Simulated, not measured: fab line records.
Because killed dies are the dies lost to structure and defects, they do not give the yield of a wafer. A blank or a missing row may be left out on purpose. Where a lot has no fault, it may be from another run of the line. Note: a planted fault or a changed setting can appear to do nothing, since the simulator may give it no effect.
Struck lot and sound lot, side by side -- flow sky130 -- 44 steps out of a route of 708
Sound: the wafers L798.2, L798.4, L798.5. Struck: wafer L789.5. (L789.3, L789.6 of the same lot were not struck and are left out.) The cause comes at the end.
At each step with rows: each side's tool, then ch and its chambers, then its first start. Under that, the readings that differ: sound wafers -- struck wafers -- difference of the means -- sigmas: that difference in standard deviations of wafers without a fault.
alike: words and numbers the same on both sides, and readings whose means are apart by under 2 such deviations; not compared: readings that were withheld, readings missing a value for some wafer, numbers with overlapping values and no deviation given by the record, and bounds like >300 which may hide the same value.
A row with sigmas, a row that says differs or no value, or rows on one side alone: a step with any of these is where the two part. When numbers do not overlap yet have no deviation, they are printed without sigmas and do not part them. A reading missing from all wafers of one side parts the sides only when that side holds two or more wafers.

SKY_SONOS_ONO_THK_MEAS_03:
  struck on filmMetro-04, day 13 07:12; sound on filmMetro-01, day 16 07:30
  alike: SONOS_ONO_CVD_02_THK
then, 1 step without rows for these wafers: SKY_SONOS_ONO_CVD_04 (deposits SiO2 from SiH4/N2O, target thk 5.7199 nm).
SKY_SONOS_ONO_THK_MEAS_05:
  struck on filmMetro-04, day 13 08:31; sound on filmMetro-02, day 16 08:49
  alike: SONOS_ONO_CVD_04_THK
then, 7 steps without rows for these wafers: SKY_SONOS_ONO_DEHYDRATE_06 (time 60 s); SKY_SONOS_ONO_HMDS_07 (prime time 60 s); SKY_SONOS_ONO_COAT_08 (resist thk 1140 nm); SKY_SONOS_ONO_SOFTBAKE_09 (time 60 s); SKY_SONOS_ONO_EXPOSE_10 (exposes mask ONOM, target cd 410 nm); SKY_SONOS_ONO_PEB_11; SKY_SONOS_ONO_DEVELOP_12 (develop time 60 s).
SKY_SONOS_ONO_CD_MEAS_13 targets a cd of 410 nm.
  struck on cdSem-02, day 14 09:14; sound on cdSem-01, day 17 12:52
  alike: cdNm
SKY_SONOS_ONO_OVL_MEAS_14:
  struck on overlay-02, day 14 09:20; sound on overlay-02, day 17 12:58
  alike: SONOS_ONO_OVL
SKY_SONOS_ONO_ETCH_15: etches the open film in CHF3/O2, target depth 19.52 nm, time 7.8 s.
  sound on rieDiel-01 ch 0,2,3, day 17 13:00; struck on rieDiel-01 ch 1, day 14 09:22
reading,sound,struck,difference,sigmas
model.etch.depthNm (nm),19.89 19.37 19.71,6.716,-12.941,
model.SONOS_ONO.featureDepthNm (nm),19.89 19.37 19.71,6.716,-12.941,
model.NOVOLAK_of_SONOS_ONO_COAT_08.thkNm (nm),1121 1128 1123,1133,+9,
  alike: drypumpMotorCurrentA, oesProductAu, throttleValvePct
  not compared: rfHoursCounterH
then, 1 step without rows for these wafers: SKY_SONOS_ONO_WET_ETCH_16 (etches SiO2 in dHF, target depth 14 nm, time 280 s).
SKY_SONOS_ONO_STRIP_17: strips in O2/N2.
  sound on plasmaAsher-04 ch 0,1, day 17 13:06; struck on plasmaAsher-04 ch 1, day 14 09:30
reading,sound,struck,difference,sigmas
stripTimeToEndpointS (s),14.06 14.14 14.09,14.20,+0.10,+3
  alike: drypumpMotorCurrentA, oesProductAu
  not compared: rfHoursCounterH
then, 3 steps without rows for these wafers: SKY_SONOS_ONO_WET_ETCH_18 (etches Si3N4 in H3PO4, target depth 15 nm, time 172 s); SKY_GATE_OXIDE_CLEAN_00 (cleans in SC1/SC2, time 150 s); SKY_GATE_OXIDE_OXIDATION_01 (stabilise 600 s, purge 300 s, target thk 10.268 nm).
SKY_GATE_OXIDE_THK_MEAS_02:
  struck on filmMetro-01, day 14 12:28; sound on filmMetro-04, day 17 14:56
  alike: GATE_OXIDE_OXIDATION_00_THK
then, 7 steps without rows for these wafers: SKY_GATE_OXIDE_DEHYDRATE_03 (time 60 s); SKY_GATE_OXIDE_HMDS_04 (prime time 60 s); SKY_GATE_OXIDE_COAT_05 (resist thk 1140 nm); SKY_GATE_OXIDE_SOFTBAKE_06 (time 60 s); SKY_GATE_OXIDE_EXPOSE_07 (exposes mask LVOM, target cd 600 nm); SKY_GATE_OXIDE_PEB_08; SKY_GATE_OXIDE_DEVELOP_09 (develop time 60 s).
SKY_GATE_OXIDE_OVL_MEAS_10:
  struck on overlay-01, day 15 15:02; sound on overlay-02, day 18 20:37
  alike: GATE_OXIDE_OVL
then, 2 steps without rows for these wafers: SKY_GATE_OXIDE_IMPLANT_11; SKY_GATE_OXIDE_WET_ETCH_12 (etches SiO2 in dHF, target depth 16.8 nm, time 336 s).
SKY_GATE_OXIDE_STRIP_13: strips in O2/N2.
  sound on plasmaAsher-03 ch 0, day 18 20:53; struck on plasmaAsher-03 ch 0, day 15 15:21
  alike: drypumpMotorCurrentA, oesProductAu, stripTimeToEndpointS
  not compared: rfHoursCounterH
SKY_GATE_OXIDE_TW_MEAS_14:
  struck on filmMetro-04, day 15 15:26; sound on filmMetro-01, day 18 21:00
  alike: GATE_OXIDE_TW
then, 3 steps without rows for these wafers: SKY_GATE_OXIDE_CLEAN_15 (cleans in SC1/SC2, time 150 s); SKY_GATE_OXIDE_OXIDATION_16 (stabilise 600 s, purge 300 s, target thk 3.57 nm); SKY_POLY_GATE_CVD_00 (deposits poly-Si, target thk 180 nm, time 720 s).
SKY_POLY_GATE_THK_MEAS_01:
  struck on filmMetro-03, day 15 19:17; sound on filmMetro-02, day 19 01:22
  alike: POLY_GATE_CVD_00_THK
then, 7 steps without rows for these wafers: SKY_RES_PROTECT_DEHYDRATE_00 (time 60 s); SKY_RES_PROTECT_HMDS_01 (prime time 60 s); SKY_RES_PROTECT_COAT_02 (resist thk 1140 nm); SKY_RES_PROTECT_SOFTBAKE_03 (time 60 s); SKY_RES_PROTECT_EXPOSE_04 (exposes mask RPM, target cd 1270 nm); SKY_RES_PROTECT_PEB_05; SKY_RES_PROTECT_DEVELOP_06 (develop time 60 s).
-- the record jumps here: 14 days lie between the struck wafers' starts before and after (it left off in module RES_PROTECT and takes up again in module SALICIDE, whose first step shown is number 361 of the route) --
SKY_SALICIDE_CLEAN_00: cleans in HF-last, time 30 s.
  sound on wetBench-02 ch 0, day 32 20:06; struck on wetBench-01 ch 2, day 29 21:22
reading,sound,struck,difference,sigmas
model.SiO2_of_FIELD_ISO_CVD_24.thkNm (nm),358.8 356 355.1,360.9,+4.3,
-- the record jumps here: 18 days lie between the struck wafers' starts before and after (it left off in module SALICIDE and takes up again in module PAD_OPEN, whose first step shown is number 708 of the route) --
SKY_PAD_OPEN_PROBE_99:
  struck on prober-01, day 47 09:25; sound on prober-02, day 49 05:22
reading,sound,struck,difference,sigmas
model.etest.nfet_16v.rOnOhmUm,1.387e+04 1.401e+04 1.388e+04,1.795e+04,+4.030e+03,
model.etest.pfet_16v.rOnOhmUm,1.514e+04 1.501e+04 1.496e+04,1.665e+04,+1.613e+03,
model.etest.pfetG5v0d10v5.rOnOhmUm,4624 4592 4638,5448,+830,
model.etest.nfetG5v0d10v5.rOnOhmUm,1840 1869 1856,2461,+606,
model.etest.nfetG5v0d10v5.driveUaUm,621.1 611 618.8,394.1,-222.9,
model.etest.tipSonos.rsOhmSq,2709 2747 2705,2822,+102,
model.etest.nfet_05v0_nvt.driveUaUm,587.4 582.1 594,420.3,-167.5,
model.etest.nfet_16v.driveUaUm,228.1 223.3 229.9,130.4,-96.7,
  alike: killed_at_M0_to_M3, killed_at_M4_up, killedAtContacts, killedAtFrontEnd, killedAtOther, killedDies, killedOnRim, killedOpen, killedShort

WHERE THEY PART
SKY_SONOS_ONO_STRIP_17 only, going by this record. Later steps at which nothing parts them and some readings are alike: SKY_GATE_OXIDE_THK_MEAS_02, SKY_GATE_OXIDE_OVL_MEAS_10, SKY_GATE_OXIDE_STRIP_13, SKY_GATE_OXIDE_TW_MEAS_14, SKY_POLY_GATE_THK_MEAS_01, SKY_PAD_OPEN_PROBE_99.

WHY: the cause the simulator had injected
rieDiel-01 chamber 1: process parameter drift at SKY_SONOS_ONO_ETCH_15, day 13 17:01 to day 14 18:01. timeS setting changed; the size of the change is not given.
